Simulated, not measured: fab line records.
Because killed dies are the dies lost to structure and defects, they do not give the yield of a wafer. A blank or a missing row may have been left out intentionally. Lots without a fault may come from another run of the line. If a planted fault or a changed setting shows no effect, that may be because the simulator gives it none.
Lot-split experiment | flow sky130 | 23 wafers read from 5 lots, route of 708 steps

== THE SPLIT ==
At SKY_LI_CONTACT_SPUTTER_20 (material TiN, target thk 20 nm, time 80 s), the setting time s was moved away from the recipe's 80 s on 5 of the 23 wafers read, by -4.7% to +4.4%. All remaining wafers had this setting at the recipe value.

Reading taken at the split's own step.

== THE READING ==
TiN_of_LI_CONTACT_SPUTTER_20.thk nm (the simulator's own value, which no gauge read), in nm, at SKY_LI_CONTACT_SPUTTER_20 (material TiN, target thk 20 nm, time 80 s). The file does not state a usual value for it. Average 19.96 nm, standard deviation 0.18 nm, over the 18 wafers here run with the recipe.

wafer  | tool, chamber at the split | time s as run, s | against the recipe | TiN_of_LI_CONTACT_SPUTTER_20.thk nm, nm | against lot-mates on the recipe
L077.1 | pvd sputter-02, -          | 80               | recipe             | 19.98                                   | -
L077.2 | pvd sputter-02, -          | 80               | recipe             | 20.27                                   | -
L077.4 | pvd sputter-02, -          | 80               | recipe             | 19.78                                   | -
L077.5 | pvd sputter-02, -          | 76.25            | -4.7%              | 19.18                                   | -0.83
L077.6 | pvd sputter-02, -          | 76.25            | -4.7%              | 18.9                                    | -1.11
L078.1 | pvd sputter-03, -          | 80               | recipe             | 20.23                                   | -
L078.2 | pvd sputter-03, -          | 80               | recipe             | 19.82                                   | -
L078.4 | pvd sputter-03, -          | 80               | recipe             | 19.82                                   | -
L078.3 | pvd sputter-03, -          | 80               | recipe             | 20.08                                   | -
L078.5 | pvd sputter-03, -          | 80               | recipe             | 20.15                                   | -
L081.1 | pvd sputter-04, -          | 80               | recipe             | 20.03                                   | -
L081.4 | pvd sputter-04, -          | 80               | recipe             | 20.03                                   | -
L081.5 | pvd sputter-04, -          | 80               | recipe             | 20.09                                   | -
L082.2 | pvd sputter-03, -          | 80               | recipe             | 19.71                                   | -
L082.3 | pvd sputter-03, -          | 80               | recipe             | 19.82                                   | -
L082.4 | pvd sputter-03, -          | 83.51            | +4.4%              | 20.76                                   | +1.00
L082.5 | pvd sputter-03, -          | 83.51            | +4.4%              | 20.98                                   | +1.21
L082.6 | pvd sputter-03, -          | 83.51            | +4.4%              | 20.8                                    | +1.04
L085.1 | pvd sputter-02, -          | 80               | recipe             | 19.63                                   | -
L085.2 | pvd sputter-02, -          | 80               | recipe             | 19.96                                   | -
L085.3 | pvd sputter-02, -          | 80               | recipe             | 19.91                                   | -
L085.4 | pvd sputter-02, -          | 80               | recipe             | 19.89                                   | -
L085.5 | pvd sputter-02, -          | 80               | recipe             | 20.16                                   | -

FIT RESULTS
A straight line over all 23 wafers: TiN_of_LI_CONTACT_SPUTTER_20.thk nm changes by +0.199 nm for each +1% of time s; r = +0.93; the points scatter about the line by 0.17 nm.
The same after taking each lot's own level away (the mean of its wafers on the recipe; 23 wafers): +0.229 nm for each +1%; r = +0.95; scatter 0.16 nm.
That fit puts the effect of the largest move of time s on the reading at 1.1 nm.
From 19.765 to 20.050 nm: that is the span of the lots' own levels, equal to 1.6 times the standard deviation above.
In other words, the slope is changed by the lot-to-lot level; the two fits disagree.
Check: with one of the wafers moved furthest among these (-4.7%) left out of the fit, the line predicts -1.14 nm for it against its lot-mates. Against them it came out at -0.83 nm.

== FURTHER SPLITS ON THESE WAFERS ==
These wafers also went through other splits before the reading. Each is held against what the fit with the lots' levels taken away leaves over:
other split on the same wafers           | wafers away from the commonest value | r with TiN_of_LI_CONTACT_SPUTTER_20.thk nm (lot level and that fit taken away)
SKY_LDD_LDN_SOFTBAKE_03 temp c           | 11                                   | -0.09
SKY_LDD_LDN_IMPLANT_10 energy kev        | 8                                    | -0.18
SKY_RES_XHIGH_IMPLANT_07 energy kev      | 9                                    | -0.34
SKY_SD_N_STRIP_11 o2 flow sccm           | 7                                    | +0.03
SKY_LI_CONTACT_CMP_02 leave above ref nm | 9                                    | -0.03
SKY_LI_CONTACT_COAT_07 resist thk nm     | 8                                    | -0.09

== THE FILE'S OWN FIT ==
TiN_of_LI_CONTACT_SPUTTER_20.thk nm changes by +0.226 nm for each +1% of time s, r = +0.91.
